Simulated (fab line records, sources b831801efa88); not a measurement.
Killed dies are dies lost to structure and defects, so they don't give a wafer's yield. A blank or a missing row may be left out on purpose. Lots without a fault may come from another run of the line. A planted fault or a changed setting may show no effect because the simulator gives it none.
fab line records | flow gf180mcu | part 1 of 2: steps 1 to 24 of 35
record lots=5 wafers=15 last_day=34
route steps=602 shown V5@562 TOP_METAL@567 PASSIVATION@587
lots that met no fault: from a run of the same line without faults
start_h: hours from the record's first day to the start of the lot's first wafer shown | wait_h: hours since the lot's step before | " the same as in the row above | L1.1+2: a row that stands for several wafers | - no value, or no start given | * or withheld: withheld | < > ~ a bound
route shown NAME@n: a module of which the file shows steps, and the number in the route of the first | usual: mean/standard deviation of fault-free wafers | same: alike in all rows | chamber/n: place in a boat | sites: the reading at each site | _std_site: their standard deviation | _edge_site: outer sites' mean less inner sites' | radius_mm: how far each site lies from the wafer's centre | mask NAME#n: copy n | behind: the tool/chamber that last shaped the wafer | hold: why the lot was held/for how many hours/how that ended | device: the transistor (n, p or np) that didn't switch | end of line: the same wafers' tests at the end of the route | a step without rows: its recipe alone | killed: dies lost to structure and defects at the first sort, not the wafer's yield | map: a wafer's dies, x killed, . not, _ none there
set.NAME: the setting as run; set.NAME@STEP: as run at that earlier step | model.NAME: the simulator's own value behind a step, which no gauge read
lots at some steps of the route; a table a step, a row a wafer
services: from which hour (start_h, from the record's first day; less than 0 if before it) a tool's chamber was out of use, for how many hours, and why
## steps
# step GF_V5_SPUTTER_22
# recipe material=TiN target_thk_nm=10 chamber_pressure_pa=5 power_w=4000 time_s=40
# usual throttle_valve_pct=30.0/0.96
# same time_s=40
# columns lot.wafer tool chamber start_h wait_h throttle_valve_pct
L075.2 pvd_sputter-03 - 642.72 0.0 30.4
L075.3 " - " " 28.5
L075.6 " - " " 29.7
L081.2 pvd_sputter-03 - 683.67 0.0 30.0
L081.3 " - " " 29.9
L081.4 " - " " 30.4
L083.2 pvd_sputter-04 - 700.18 0.0 28.9
L083.5 " - " " 29.9
L083.6 " - " " 29.8
L094.3 pvd_sputter-01 - 768.77 0.0 30.3
L094.4 " - " " 29.9
L094.5 " - " " 32.3
L095.1 pvd_sputter-01 - 774.25 0.0 32.0
L095.4 " - " " 32.2
L095.5 " - " " 30.1
# step GF_V5_CVD_23
# recipe material=W target_thk_nm=350 time_s=104.9 temp_c=400 pressure_torr=40
# usual heater_power_w=866/39
# same time_s=104.9
# columns lot.wafer tool chamber start_h wait_h heater_power_w since_wet_clean_h
L075.2 cvd_w-01 1 642.76 0.0 928 739
L075.3 " 0 " " 844 -
L075.6 " 1 " " 929 -
L081.2 cvd_w-02 0 683.71 0.0 838 280
L081.3 " 1 " " 875 -
L081.4 " 0 " " 821 -
L083.2 cvd_w-02 0 700.22 0.0 827 296
L083.5 " 0 " " 827 -
L083.6 " 1 " " 897 -
L094.3 cvd_w-01 1 768.84 0.1 934 -
L094.4 " 0 " " 833 -
L094.5 " 1 " " 936 -
L095.1 cvd_w-01 0 774.29 0.0 844 870
L095.4 " 0 " " 848 -
L095.5 " 0 " " 832 -
# step GF_V5_RS_MEAS_24
# recipe thk_meas_gauge=four-point-probe reads=W_of_V5_CVD_23+TiN_of_V5_SPUTTER_22+Ti_of_V5_SPUTTER_21
# usual V5_W_RS=0.328/0.0034
# columns lot.wafer tool chamber start_h wait_h V5_W_RS[ohm/sq]
L075.2 film_metro-04 - 642.89 0.1 0.324
L075.3 " - " " 0.332
L075.6 " - " " 0.326
L081.2 film_metro-01 - 683.84 0.1 0.327
L081.3 " - " " 0.330
L081.4 " - " " 0.329
L083.2 film_metro-02 - 700.35 0.1 0.326
L083.5 " - " " 0.325
L083.6 " - " " 0.330
L094.3 film_metro-02 - 768.96 0.1 0.327
L094.4 " - " " 0.331
L094.5 " - " " 0.323
L095.1 film_metro-01 - 774.40 0.1 0.329
L095.4 " - " " 0.330
L095.5 " - " " 0.329
# step GF_V5_THK_MEAS_25
# recipe thk_meas_gauge=xrf reads=W_of_V5_CVD_23
# usual V5_W_THK=349/4.6
# columns lot.wafer tool chamber start_h wait_h V5_W_THK[nm]
L075.2 film_metro-04 - 643.00 0.1 348
L075.3 " - " " 339
L075.6 " - " " 347
L081.2 film_metro-01 - 683.95 0.1 349
L081.3 " - " " 345
L081.4 " - " " 349
L083.2 film_metro-02 - 700.46 0.1 352
L083.5 " - " " 355
L083.6 " - " " 349
L094.3 film_metro-02 - 769.06 0.1 349
L094.4 " - " " 344
L094.5 " - " " 354
L095.1 film_metro-01 - 774.52 0.1 351
L095.4 " - " " 350
L095.5 " - " " 352
# step GF_V5_CMP_26
# recipe stop_on=SiO2 down_force_psi=3.5 platen_rpm=60 t_overpolish_s=15 target_thk_nm=0 pad_velocity_m_s=0.94248
# usual motor_current_A=10.9/0.53 overpolish_run_s=15.000/0.0085 time_to_endpoint_s=86/3.3
# columns lot.wafer tool chamber start_h wait_h motor_current_A overpolish_run_s time_to_endpoint_s
L075.3 cmp-01 2 643.05 0.0 10.9 15.016 87
L075.2 " 3 " " 10.1 15.006 81
L075.6 " 3 " " 10.4 15.002 82
L081.3 cmp-02 1 684.00 0.0 10.6 15.003 87
L081.2 " 2 " " 12.0 14.987 90
L081.4 " 3 " " 11.3 15.005 82
L083.2 cmp-02 1 700.56 0.1 11.0 15.018 90
L083.6 " 0 " " 11.6 15.008 89
L083.5 " 1 " " 11.0 15.014 90
L094.4 cmp-01 1 769.10 0.0 11.5 15.000 85
L094.3 " 3 " " 10.2 15.000 87
L094.5 " 1 " " 11.2 14.999 88
L095.4 cmp-02 3 774.58 0.0 11.6 15.006 84
L095.1 " 2 " " 11.2 15.000 90
L095.5 " 3 " " 11.6 15.000 86
# step GF_TOP_METAL_SPUTTER_00
# recipe material=Ti target_thk_nm=37.5 arriving_ion_energy_ev=80 substrate_temp_c=200 chamber_pressure_pa=2 power_w=4000 time_s=150
# usual throttle_valve_pct=30.3/1.1
# same time_s=150
# columns lot.wafer tool chamber start_h wait_h throttle_valve_pct
L075.2 pvd_sputter-01 - 643.35 0.2 30.2
L075.3 " - " " 30.3
L075.6 " - " " 30.3
L081.2 pvd_sputter-02 - 684.30 0.2 28.7
L081.3 " - " " 31.3
L081.4 " - " " 31.8
L083.2 pvd_sputter-01 - 700.81 0.2 30.3
L083.5 " - " " 30.2
L083.6 " - " " 32.0
L094.3 pvd_sputter-04 - 769.40 0.1 29.5
L094.4 " - " " 29.5
L094.5 " - " " 29.2
L095.1 pvd_sputter-04 - 774.88 0.1 29.4
L095.4 " - " " 29.5
L095.5 " - " " 29.5
# step GF_TOP_METAL_SPUTTER_01
# recipe material=TiN target_thk_nm=30 power_w=6500 time_s=25 chamber_pressure_pa=0.4
# usual throttle_valve_pct=30.3/1.1
# same time_s=25
# columns lot.wafer tool chamber start_h wait_h throttle_valve_pct
L075.2 pvd_sputter-01 - 643.45 0.1 30.3
L075.3 " - " " 30.1
L075.6 " - " " 30.4
L081.2 pvd_sputter-02 - 684.40 0.1 28.5
L081.3 " - " " 31.8
L081.4 " - " " 31.6
L083.2 pvd_sputter-01 - 700.91 0.1 30.3
L083.5 " - " " 30.3
L083.6 " - " " 32.0
L094.3 pvd_sputter-04 - 769.50 0.1 30.1
L094.4 " - " " 29.5
L094.5 " - " " 29.2
L095.1 pvd_sputter-04 - 774.98 0.1 29.0
L095.4 " - " " 29.6
L095.5 " - " " 29.6
# step GF_TOP_METAL_SPUTTER_02
# recipe material=AlCu target_thk_nm=900 power_w=10600 chamber_pressure_pa=0.3 substrate_temp_c=250 gas=Ar time_s=47.82
# usual throttle_valve_pct=30.3/1.1
# same time_s=47.82
# columns lot.wafer tool chamber start_h wait_h throttle_valve_pct
L075.2 pvd_sputter-01 - 643.48 0.0 30.4
L075.3 " - " " 30.3
L075.6 " - " " 30.1
L081.2 pvd_sputter-02 - 684.44 0.0 28.5
L081.3 " - " " 31.7
L081.4 " - " " 31.6
L083.2 pvd_sputter-01 - 700.94 0.0 30.3
L083.5 " - " " 30.3
L083.6 " - " " 32.4
L094.3 pvd_sputter-04 - 769.53 0.0 29.8
L094.4 " - " " 29.6
L094.5 " - " " 29.1
L095.1 pvd_sputter-04 - 775.01 0.0 29.2
L095.4 " - " " 29.6
L095.5 " - " " 29.6
# step GF_TOP_METAL_SPUTTER_03
# recipe material=Ti target_thk_nm=5 substrate_temp_c=300 chamber_pressure_pa=0.3 power_w=3000 time_s=3.3
# usual throttle_valve_pct=30.3/1.1
# same time_s=3.3
# columns lot.wafer tool chamber start_h wait_h throttle_valve_pct
L075.2 pvd_sputter-01 - 643.52 0.0 30.3
L075.3 " - " " 30.3
L075.6 " - " " 30.1
L081.2 pvd_sputter-02 - 684.48 0.0 28.5
L081.3 " - " " 31.4
L081.4 " - " " 31.9
L083.2 pvd_sputter-01 - 700.98 0.0 30.3
L083.5 " - " " 30.3
L083.6 " - " " 32.4
L094.3 pvd_sputter-04 - 769.57 0.0 29.7
L094.4 " - " " 29.3
L094.5 " - " " 29.1
L095.1 pvd_sputter-04 - 775.05 0.0 29.1
L095.4 " - " " 29.8
L095.5 " - " " 29.7
# step GF_TOP_METAL_SPUTTER_04
# recipe material=TiN target_thk_nm=25 power_w=6500 time_s=20.8 chamber_pressure_pa=0.4
# usual throttle_valve_pct=30.2/1.1
# same time_s=20.8
# columns lot.wafer tool chamber start_h wait_h throttle_valve_pct
L075.2 pvd_sputter-01 - 643.54 0.0 30.2
L075.3 " - " " 30.2
L075.6 " - " " 30.2
L081.2 pvd_sputter-02 - 684.50 0.0 28.3
L081.3 " - " " 31.6
L081.4 " - " " 31.6
L083.2 pvd_sputter-01 - 701.00 0.0 30.3
L083.5 " - " " 30.4
L083.6 " - " " 32.2
L094.3 pvd_sputter-04 - 769.59 0.0 29.9
L094.4 " - " " 29.6
L094.5 " - " " 29.2
L095.1 pvd_sputter-04 - 775.07 0.0 28.8
L095.4 " - " " 29.6
L095.5 " - " " 29.5
# step GF_TOP_METAL_RS_MEAS_05
# recipe thk_meas_gauge=four-point-probe reads=TiN_of_TOP_METAL_SPUTTER_04+Ti_of_TOP_METAL_SPUTTER_03+AlCu_of_TOP_METAL_SPUTTER_02+TiN_of_TOP_METAL_SPUTTER_01+Ti_of_TOP_METAL_SPUTTER_00
# usual TOP_METAL_ALCU_RS=0.0327/0.00032
# columns lot.wafer tool chamber start_h wait_h TOP_METAL_ALCU_RS[ohm/sq]
L075.2 film_metro-03 - 643.59 0.0 0.0325
L075.3 " - " " 0.0324
L075.6 " - " " 0.0325
L081.2 film_metro-01 - 684.55 0.0 0.0330
L081.3 " - " " 0.0331
L081.4 " - " " 0.0331
L083.2 film_metro-04 - 701.05 0.0 0.0324
L083.5 " - " " 0.0328
L083.6 " - " " 0.0323
L094.3 film_metro-01 - 769.66 0.1 0.0323
L094.4 " - " " 0.0323
L094.5 " - " " 0.0325
L095.1 film_metro-01 - 775.10 0.0 0.0329
L095.4 " - " " 0.0326
L095.5 " - " " 0.0325
# step GF_TOP_METAL_THK_MEAS_06
# recipe thk_meas_gauge=xrf reads=AlCu_of_TOP_METAL_SPUTTER_02
# usual TOP_METAL_ALCU_THK=911/10
# columns lot.wafer tool chamber start_h wait_h TOP_METAL_ALCU_THK[nm]
L075.2 film_metro-03 - 643.70 0.1 915
L075.3 " - " " 918
L075.6 " - " " 913
L081.2 film_metro-01 - 684.66 0.1 901
L081.3 " - " " 894
L081.4 " - " " 898
L083.2 film_metro-04 - 701.16 0.1 927
L083.5 " - " " 912
L083.6 " - " " 933
L094.3 film_metro-01 - 769.76 0.1 919
L094.4 " - " " 924
L094.5 " - " " 912
L095.1 film_metro-01 - 775.22 0.1 900
L095.4 " - " " 908
L095.5 " - " " 914
# step GF_TOP_METAL_DEHYDRATE_07
# recipe temp_c=200 time_s=60
# usual resist_line_temp_C=23.02/0.089
# same time_s=60
# columns lot.wafer tool chamber start_h wait_h resist_line_temp_C
L075.2 litho_track-01 0 652.98 9.3 23.07
L075.3 " 0 " " 23.01
L075.6 " 0 " " 22.97
L081.2 litho_track-04 0 692.96 8.3 23.00
L081.3 " 0 " " 23.07
L081.4 " 0 " " 22.98
L083.2 litho_track-02 0 709.45 8.3 23.08
L083.5 " 0 " " 23.00
L083.6 " 0 " " 22.98
L094.3 litho_track-02 0 776.97 7.2 23.00
L094.4 " 0 " " 23.03
L094.5 " 0 " " 23.05
L095.1 litho_track-01 0 782.45 7.2 22.84
L095.4 " 0 " " 22.96
L095.5 " 0 " " 23.01
# step GF_TOP_METAL_HMDS_08
# recipe prime_time_s=60 prime_temp_c=120
# usual resist_line_temp_C=22.98/0.11
# columns lot.wafer tool chamber start_h wait_h resist_line_temp_C
L075.2 litho_track-01 0 653.13 0.1 22.89
L075.3 " 0 " " 23.11
L075.6 " 0 " " 23.08
L081.2 litho_track-04 0 693.11 0.1 22.98
L081.3 " 0 " " 23.01
L081.4 " 0 " " 23.08
L083.2 litho_track-02 0 709.60 0.1 22.77
L083.5 " 0 " " 23.01
L083.6 " 0 " " 22.96
L094.3 litho_track-02 0 777.12 0.1 22.98
L094.4 " 0 " " 22.88
L094.5 " 0 " " 23.01
L095.1 litho_track-01 0 782.60 0.1 22.97
L095.4 " 0 " " 23.00
L095.5 " 0 " " 22.89
# step GF_TOP_METAL_COAT_09
# recipe resist=NOVOLAK spin_rpm=3000 resist_thk_nm=1500
# usual resist_line_temp_C=22.98/0.11
# columns lot.wafer tool chamber start_h wait_h resist_line_temp_C
L075.2 litho_track-01 0 653.28 0.1 23.02
L075.3 " 0 " " 23.16
L075.6 " 0 " " 23.08
L081.2 litho_track-04 0 693.26 0.1 22.97
L081.3 " 0 " " 22.99
L081.4 " 0 " " 22.93
L083.2 litho_track-02 0 709.75 0.1 22.90
L083.5 " 0 " " 23.01
L083.6 " 0 " " 22.91
L094.3 litho_track-02 0 777.27 0.1 22.81
L094.4 " 0 " " 22.95
L094.5 " 0 " " 22.90
L095.1 litho_track-01 0 782.75 0.1 22.93
L095.4 " 0 " " 23.08
L095.5 " 0 " " 22.87
# step GF_TOP_METAL_SOFTBAKE_10
# recipe temp_c=90 time_s=60 resist=NOVOLAK
# usual resist_line_temp_C=22.99/0.13
# same time_s=60
# columns lot.wafer tool chamber start_h wait_h resist_line_temp_C
L075.2 litho_track-01 0 653.43 0.1 23.18
L075.3 " 0 " " 23.12
L075.6 " 0 " " 23.10
L081.2 litho_track-04 0 693.41 0.1 23.01
L081.3 " 0 " " 22.94
L081.4 " 0 " " 23.03
L083.2 litho_track-02 0 709.90 0.1 23.19
L083.5 " 0 " " 23.05
L083.6 " 0 " " 23.07
L094.3 litho_track-02 0 777.42 0.1 23.07
L094.4 " 0 " " 23.03
L094.5 " 0 " " 23.15
L095.1 litho_track-01 0 782.90 0.1 22.93
L095.4 " 0 " " 23.04
L095.5 " 0 " " 22.90
# step GF_TOP_METAL_EXPOSE_11
# recipe mask_id=MetalTop target_cd_nm=440 na=0.6 source_shape=conventional sigma_outer=0.6 dose_mj=170
# columns lot.wafer tool chamber start_h wait_h mask
L075.2+3+6 iline_stepper-01 0 - - MetalTop#0
L081.2+3+4 iline_stepper-01 0 - - MetalTop#0
L083.2+5+6 iline_stepper-02 0 - - MetalTop#0
L094.3+4+5 iline_stepper-02 0 - - MetalTop#0
L095.1+4+5 iline_stepper-02 0 - - MetalTop#0
# step GF_TOP_METAL_PEB_12
# recipe temp_c=withheld time_s=* resist=NOVOLAK
# usual resist_line_temp_C=*
# same time_s=*
# columns lot.wafer tool chamber start_h wait_h resist_line_temp_C
L075.2 litho_track-02 0 - - *
L075.3 " 0 " " *
L075.6 " 0 " " *
L081.2 litho_track-02 0 - - *
L081.3 " 0 " " *
L081.4 " 0 " " *
L083.2 litho_track-02 0 - - *
L083.5 " 0 " " *
L083.6 " 0 " " *
L094.3 litho_track-04 0 - - *
L094.4 " 0 " " *
L094.5 " 0 " " *
L095.1 litho_track-02 0 - - *
L095.4 " 0 " " *
L095.5 " 0 " " *
# step GF_TOP_METAL_DEVELOP_13
# recipe develop_time_s=60 dev_temp_c=23
# usual resist_line_temp_C=22.99/0.1
# columns lot.wafer tool chamber start_h wait_h resist_line_temp_C
L075.2 litho_track-02 0 663.10 0.1 22.92
L075.3 " 0 " " 23.03
L075.6 " 0 " " 23.02
L081.2 litho_track-02 0 702.60 0.1 23.04
L081.3 " 0 " " 22.91
L081.4 " 0 " " 23.09
L083.2 litho_track-02 0 718.80 0.1 22.92
L083.5 " 0 " " 22.95
L083.6 " 0 " " 22.97
L094.3 litho_track-04 0 784.54 0.1 23.09
L094.4 " 0 " " 22.96
L094.5 " 0 " " 22.97
L095.1 litho_track-02 0 790.32 0.1 22.95
L095.4 " 0 " " 23.12
L095.5 " 0 " " 22.99
# step GF_TOP_METAL_CD_MEAS_14
# recipe target_cd_nm=440
# usual cd_nm=440.3/2
# columns lot.wafer tool chamber start_h wait_h cd_nm
L075.2 cd_sem-02 - 663.24 0.1 440.2
L075.3 " - " " 441.0
L075.6 " - " " 439.7
L081.2 cd_sem-01 - 702.74 0.1 439.9
L081.3 " - " " 440.8
L081.4 " - " " 439.2
L083.2 cd_sem-01 - 718.94 0.1 437.7
L083.5 " - " " 437.8
L083.6 " - " " 439.9
L094.3 cd_sem-02 - 784.68 0.1 441.8
L094.4 " - " " 441.2
L094.5 " - " " 443.7
L095.1 cd_sem-02 - 790.47 0.1 440.4
L095.4 " - " " 440.8
L095.5 " - " " 443.1
# step GF_TOP_METAL_OVL_MEAS_15
# usual TOP_METAL_OVL=0.4/1.2
# columns lot.wafer tool chamber start_h wait_h TOP_METAL_OVL[nm]
L075.2 overlay-02 - 663.35 0.1 1.1
L075.3 " - " " 1.9
L075.6 " - " " 1.5
L081.2 overlay-02 - 702.85 0.1 -0.4
L081.3 " - " " 0.7
L081.4 " - " " 0.6
L083.2 overlay-02 - 719.05 0.1 -0.2
L083.5 " - " " -1.3
L083.6 " - " " -1.0
L094.3 overlay-01 - 784.77 0.1 3.3
L094.4 " - " " 2.4
L094.5 " - " " 3.1
L095.1 overlay-01 - 790.59 0.1 -0.9
L095.4 " - " " -1.4
L095.5 " - " " -0.7
# step GF_TOP_METAL_METAL_ETCH_16
# recipe chemistry=Cl2/BCl3 mask_material=NOVOLAK target_depth_nm=1077.5 stop_on=SiO2 pressure_mtorr=8 icp_w=800 bias_w=140 Cl2_flow_sccm=80 bcl3_flow_sccm=40 time_s=179.6
# usual drypump_motor_current_A=5.9/0.5 he_backside_leak_sccm=3.38/0.18 oes_product_au=0.967/0.0064 throttle_valve_pct=28.256/0.011
# same time_s=179.6
# columns lot.wafer tool chamber start_h wait_h drypump_motor_current_A he_backside_leak_sccm oes_product_au rf_hours_counter_h throttle_valve_pct
L075.2 rie_metal-02 0 663.44 0.1 6.0 3.16 0.967 - 28.246
L075.3 " 0 " " 6.0 3.26 0.964 - 28.256
L075.6 " 0 " " 6.0 3.22 0.970 - 28.257
L081.2 rie_metal-02 1 702.88 0.0 5.3 3.33 0.972 2 28.263
L081.3 " 1 " " 5.3 3.32 0.968 - 28.253
L081.4 " 0 " " 6.0 3.42 0.964 - 28.280
L083.2 rie_metal-04 0 719.08 0.0 6.3 3.39 0.975 1 28.252
L083.5 " 0 " " 6.3 3.51 0.961 - 28.250
L083.6 " 1 " " 5.9 3.42 0.976 - 28.246
L094.3 rie_metal-03 0 784.85 0.1 6.6 3.14 0.972 - 28.255
L094.4 " 1 " " 5.0 3.54 0.978 - 28.237
L094.5 " 1 " " 5.0 3.56 0.970 - 28.238
L095.1 rie_metal-04 1 790.63 0.0 5.9 3.57 0.966 12 28.260
L095.4 " 1 " " 5.9 3.52 0.970 - 28.263
L095.5 " 0 " " 6.3 4.44 0.965 - 28.245
# step GF_TOP_METAL_STRIP_17
# recipe chemistry=O2/N2 power_w=1400 pressure_mtorr=1500 platen_temp_c=250 o2_flow_sccm=3000 n2_flow_sccm=300 overash_fraction=0.5
# usual drypump_motor_current_A=5.7/0.4 heater_power_w=335/28 oes_product_au=0.710/0.0042 strip_time_to_endpoint_s=13.45/0.1
# same overash_fraction=0.5
# columns lot.wafer tool chamber start_h wait_h drypump_motor_current_A heater_power_w oes_product_au rf_hours_counter_h strip_time_to_endpoint_s
L075.2 plasma_asher-02 0 663.73 0.2 6.0 341 0.711 27 13.48
L075.3 " 1 " " 5.9 322 0.714 - 13.46
L075.6 " 0 " " 6.0 335 0.716 - 13.55
L081.2 plasma_asher-03 0 703.05 0.1 5.4 360 0.718 65 13.43
L081.3 " 1 " " 5.7 333 0.712 - 13.45
L081.4 " 0 " " 5.4 350 0.709 - 13.35
L083.2 plasma_asher-03 0 719.25 0.1 5.4 353 0.709 67 13.59
L083.5 " 1 " " 5.7 339 0.708 - 13.55
L083.6 " 0 " " 5.4 361 0.711 - 13.42
L094.3 plasma_asher-02 1 785.00 0.1 5.9 310 0.711 - 13.49
L094.4 " 0 " " 6.1 334 0.713 - 13.32
L094.5 " 1 " " 5.9 314 0.712 - 13.21
L095.1 plasma_asher-03 0 790.80 0.1 5.4 355 0.707 75 13.50
L095.4 " 0 " " 5.4 351 0.713 - 13.57
L095.5 " 1 " " 5.7 335 0.713 - 13.51
# step GF_TOP_METAL_STRIP_18
# recipe chemistry=post_etch_residue_remover time_s=1200 temp_c=72.5
# usual bath_guard_temp_C=72.5/0.61
# same time_s=1200
# columns lot.wafer tool chamber start_h wait_h bath_guard_temp_C
L075.2 wet_bench-03 3 663.83 0.1 72.0
L075.3 " 3 " " 71.8
L075.6 " 3 " " 71.9
L081.2 wet_bench-02 2 703.15 0.1 72.8
L081.3 " 2 " " 73.3
L081.4 " 2 " " 73.0
L083.2 wet_bench-04 1 719.35 0.1 73.2
L083.5 " 1 " " 73.7
L083.6 " 1 " " 73.4
L094.3 wet_bench-04 2 785.07 0.0 72.2
L094.4 " 2 " " 72.2
L094.5 " 2 " " 72.4
L095.1 wet_bench-02 2 790.90 0.1 73.1
L095.4 " 2 " " 73.0
L095.5 " 2 " " 72.9
